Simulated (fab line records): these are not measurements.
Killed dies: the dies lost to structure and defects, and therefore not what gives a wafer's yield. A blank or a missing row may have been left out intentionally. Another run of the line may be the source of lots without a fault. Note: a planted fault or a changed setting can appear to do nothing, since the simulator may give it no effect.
Split-lot study || flow sfq line || route with 325 steps; 5 lots, 23 wafers read

## SPLIT DETAILS
At SFQ_TRILAYER_I0_VIA_LITHO_COAT_031 (resist thk 650 nm), the setting resist thk nm was moved away from the recipe's 650 nm on 7 of the 23 wafers read, by -2.5% to +3.8%. For the rest of the wafers, this setting stayed at what the recipe calls for.

## FROM THE SPLIT TO THE READING: what the file shows between them, 3 steps
- SFQ_TRILAYER_I0_VIA_LITHO_PEB_034: peb time 60 s (also split here: peb temp c)
- SFQ_TRILAYER_I0_VIA_LITHO_DEVELOP_033: time 60 s
- SFQ_TRILAYER_I0_VIA_BARC_OPEN_VIA_ETCH_046: etches BARC in O2, target depth 125 nm, time 41.7 s

## THE READING
KrF_of_TRILAYER_I0_VIA_LITHO_COAT_031.thk nm (the simulator's own value, which no gauge read), in nm, at SFQ_TRILAYER_I0_VIA_ETCH_VIA_ETCH_034 (etches SiO2 in CHF3, stops on Nb, target depth 260 nm). The file does not state a usual value for it. Here, 16 wafers ran the recipe; their average is 532.3 nm with a standard deviation of 1.6 nm.

{"wafer": "L077.1", "tool, chamber at the split": "litho track-02, 0", "resist thk nm as run, nm": 650, "against the recipe": "recipe", "KrF_of_TRILAYER_I0_VIA_LITHO_COAT_031.thk nm, nm": 532.3, "against lot-mates on the recipe": "-"}
{"wafer": "L077.5", "tool, chamber at the split": "litho track-02, 0", "resist thk nm as run, nm": 650, "against the recipe": "recipe", "KrF_of_TRILAYER_I0_VIA_LITHO_COAT_031.thk nm, nm": 532.3, "against lot-mates on the recipe": "-"}
{"wafer": "L077.2", "tool, chamber at the split": "litho track-02, 0", "resist thk nm as run, nm": 671.4, "against the recipe": "+3.3%", "KrF_of_TRILAYER_I0_VIA_LITHO_COAT_031.thk nm, nm": 554.8, "against lot-mates on the recipe": "+22.5"}
{"wafer": "L077.3", "tool, chamber at the split": "litho track-02, 0", "resist thk nm as run, nm": 671.4, "against the recipe": "+3.3%", "KrF_of_TRILAYER_I0_VIA_LITHO_COAT_031.thk nm, nm": 552, "against lot-mates on the recipe": "+19.7"}
{"wafer": "L077.4", "tool, chamber at the split": "litho track-02, 0", "resist thk nm as run, nm": 671.4, "against the recipe": "+3.3%", "KrF_of_TRILAYER_I0_VIA_LITHO_COAT_031.thk nm, nm": 554.5, "against lot-mates on the recipe": "+22.2"}
{"wafer": "L078.1", "tool, chamber at the split": "litho track-01, 0", "resist thk nm as run, nm": 650, "against the recipe": "recipe", "KrF_of_TRILAYER_I0_VIA_LITHO_COAT_031.thk nm, nm": 531.7, "against lot-mates on the recipe": "-"}
{"wafer": "L078.2", "tool, chamber at the split": "litho track-01, 0", "resist thk nm as run, nm": 650, "against the recipe": "recipe", "KrF_of_TRILAYER_I0_VIA_LITHO_COAT_031.thk nm, nm": 533.7, "against lot-mates on the recipe": "-"}
{"wafer": "L078.3", "tool, chamber at the split": "litho track-01, 0", "resist thk nm as run, nm": 650, "against the recipe": "recipe", "KrF_of_TRILAYER_I0_VIA_LITHO_COAT_031.thk nm, nm": 534.1, "against lot-mates on the recipe": "-"}
{"wafer": "L078.4", "tool, chamber at the split": "litho track-01, 0", "resist thk nm as run, nm": 650, "against the recipe": "recipe", "KrF_of_TRILAYER_I0_VIA_LITHO_COAT_031.thk nm, nm": 531.1, "against lot-mates on the recipe": "-"}
{"wafer": "L078.6", "tool, chamber at the split": "litho track-01, 0", "resist thk nm as run, nm": 650, "against the recipe": "recipe", "KrF_of_TRILAYER_I0_VIA_LITHO_COAT_031.thk nm, nm": 532.5, "against lot-mates on the recipe": "-"}
{"wafer": "L079.1", "tool, chamber at the split": "litho track-01, 0", "resist thk nm as run, nm": 650, "against the recipe": "recipe", "KrF_of_TRILAYER_I0_VIA_LITHO_COAT_031.thk nm, nm": 528.8, "against lot-mates on the recipe": "-"}
{"wafer": "L079.2", "tool, chamber at the split": "litho track-01, 0", "resist thk nm as run, nm": 650, "against the recipe": "recipe", "KrF_of_TRILAYER_I0_VIA_LITHO_COAT_031.thk nm, nm": 530.2, "against lot-mates on the recipe": "-"}
{"wafer": "L079.3", "tool, chamber at the split": "litho track-01, 0", "resist thk nm as run, nm": 650, "against the recipe": "recipe", "KrF_of_TRILAYER_I0_VIA_LITHO_COAT_031.thk nm, nm": 531.6, "against lot-mates on the recipe": "-"}
{"wafer": "L079.4", "tool, chamber at the split": "litho track-01, 0", "resist thk nm as run, nm": 674.5, "against the recipe": "+3.8%", "KrF_of_TRILAYER_I0_VIA_LITHO_COAT_031.thk nm, nm": 554.5, "against lot-mates on the recipe": "+24.3"}
{"wafer": "L079.6", "tool, chamber at the split": "litho track-01, 0", "resist thk nm as run, nm": 674.5, "against the recipe": "+3.8%", "KrF_of_TRILAYER_I0_VIA_LITHO_COAT_031.thk nm, nm": 554.1, "against lot-mates on the recipe": "+23.9"}
{"wafer": "L081.1", "tool, chamber at the split": "litho track-01, 0", "resist thk nm as run, nm": 650, "against the recipe": "recipe", "KrF_of_TRILAYER_I0_VIA_LITHO_COAT_031.thk nm, nm": 531.1, "against lot-mates on the recipe": "-"}
{"wafer": "L081.2", "tool, chamber at the split": "litho track-01, 0", "resist thk nm as run, nm": 650, "against the recipe": "recipe", "KrF_of_TRILAYER_I0_VIA_LITHO_COAT_031.thk nm, nm": 531.9, "against lot-mates on the recipe": "-"}
{"wafer": "L081.4", "tool, chamber at the split": "litho track-01, 0", "resist thk nm as run, nm": 634, "against the recipe": "-2.5%", "KrF_of_TRILAYER_I0_VIA_LITHO_COAT_031.thk nm, nm": 514.4, "against lot-mates on the recipe": -17.4}
{"wafer": "L081.5", "tool, chamber at the split": "litho track-01, 0", "resist thk nm as run, nm": 634, "against the recipe": "-2.5%", "KrF_of_TRILAYER_I0_VIA_LITHO_COAT_031.thk nm, nm": 515.6, "against lot-mates on the recipe": -16.2}
{"wafer": "L081.6", "tool, chamber at the split": "litho track-01, 0", "resist thk nm as run, nm": 650, "against the recipe": "recipe", "KrF_of_TRILAYER_I0_VIA_LITHO_COAT_031.thk nm, nm": 532.4, "against lot-mates on the recipe": "-"}
{"wafer": "L085.3", "tool, chamber at the split": "litho track-01, 0", "resist thk nm as run, nm": 650, "against the recipe": "recipe", "KrF_of_TRILAYER_I0_VIA_LITHO_COAT_031.thk nm, nm": 533.3, "against lot-mates on the recipe": "-"}
{"wafer": "L085.4", "tool, chamber at the split": "litho track-01, 0", "resist thk nm as run, nm": 650, "against the recipe": "recipe", "KrF_of_TRILAYER_I0_VIA_LITHO_COAT_031.thk nm, nm": 535.5, "against lot-mates on the recipe": "-"}
{"wafer": "L085.6", "tool, chamber at the split": "litho track-01, 0", "resist thk nm as run, nm": 650, "against the recipe": "recipe", "KrF_of_TRILAYER_I0_VIA_LITHO_COAT_031.thk nm, nm": 534.6, "against lot-mates on the recipe": "-"}

THE FIT
A straight line over all 23 wafers: KrF_of_TRILAYER_I0_VIA_LITHO_COAT_031.thk nm changes by +6.38 nm for each +1% of resist thk nm; r = +0.99; the points scatter about the line by 1.7 nm.
The same after taking each lot's own level away (the mean of its wafers on the recipe; 23 wafers): +6.54 nm for each +1%; r = +1.00; scatter 0.99 nm.
The reading moves by 25 nm for the largest change in resist thk nm, on that fit.
The lots' own levels span 530.20 to 534.47 nm, that is 2.6 times the standard deviation above.
Hence the lot-to-lot level has little effect on the slope; both slopes agree.
Check: +24.6 nm against its lot-mates is what the line predicts for one of the wafers moved furthest among these (+3.8%) when that wafer is left out of the fit. It came out at +24.3 nm against them.

## ADDITIONAL SPLITS CARRIED BY THESE WAFERS
Note: prior to the reading, these wafers also went through further splits. Each is held against what the fit with the lots' levels taken away leaves over:
{"other split on the same wafers": "SFQ_TRILAYER_INCOMING_OXIDATION_002 ox time s", "wafers away from the commonest value": 18, "r with KrF_of_TRILAYER_I0_VIA_LITHO_COAT_031.thk nm (lot level and that fit taken away)": -0.03}
{"other split on the same wafers": "SFQ_TRILAYER_L0_LITHO_COAT_005 resist thk nm", "wafers away from the commonest value": 8, "r with KrF_of_TRILAYER_I0_VIA_LITHO_COAT_031.thk nm (lot level and that fit taken away)": -0.03}
{"other split on the same wafers": "SFQ_TRILAYER_L0_VIA_LITHO_EXPOSE_014 dose mj", "wafers away from the commonest value": 10, "r with KrF_of_TRILAYER_I0_VIA_LITHO_COAT_031.thk nm (lot level and that fit taken away)": "+0.16"}
{"other split on the same wafers": "SFQ_TRILAYER_M0_DEP_SPUTTER_019 time s", "wafers away from the commonest value": 11, "r with KrF_of_TRILAYER_I0_VIA_LITHO_COAT_031.thk nm (lot level and that fit taken away)": -0.11}
{"other split on the same wafers": "SFQ_TRILAYER_M0_LITHO_COAT_026 spin rpm", "wafers away from the commonest value": 5, "r with KrF_of_TRILAYER_I0_VIA_LITHO_COAT_031.thk nm (lot level and that fit taken away)": "+0.02"}
{"other split on the same wafers": "SFQ_TRILAYER_M0_BARC_OPEN_METAL_ETCH_031 icp w", "wafers away from the commonest value": 10, "r with KrF_of_TRILAYER_I0_VIA_LITHO_COAT_031.thk nm (lot level and that fit taken away)": -0.02}
{"other split on the same wafers": "SFQ_TRILAYER_I0_VIA_LITHO_PEB_034 peb temp c", "wafers away from the commonest value": 4, "r with KrF_of_TRILAYER_I0_VIA_LITHO_COAT_031.thk nm (lot level and that fit taken away)": -0.15}

## THE WHOLE CHAIN: every reading that the file lists as answering this split, in the file's order
{"step": "SFQ_TRILAYER_I0_VIA_LITHO_COAT_031", "what it does": "resist thk 650 nm", "reading": "KrF_of_TRILAYER_I0_VIA_LITHO_COAT_031.thk nm (the simulator's own value, which no gauge read)", "change (the file's fit)": "+6.63 nm for each +1% of the setting", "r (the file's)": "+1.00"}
{"step": "SFQ_TRILAYER_I0_VIA_ETCH_VIA_ETCH_034", "what it does": "etches SiO2 in CHF3, stops on Nb, target depth 260 nm", "reading": "KrF_of_TRILAYER_I0_VIA_LITHO_COAT_031.thk nm (the simulator's own value, which no gauge read)", "change (the file's fit)": "+6.52 nm for each +1% of the setting", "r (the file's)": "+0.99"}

## THE FILE'S OWN FIT
KrF_of_TRILAYER_I0_VIA_LITHO_COAT_031.thk nm changes by +6.52 nm for each +1% of resist thk nm, r = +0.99.
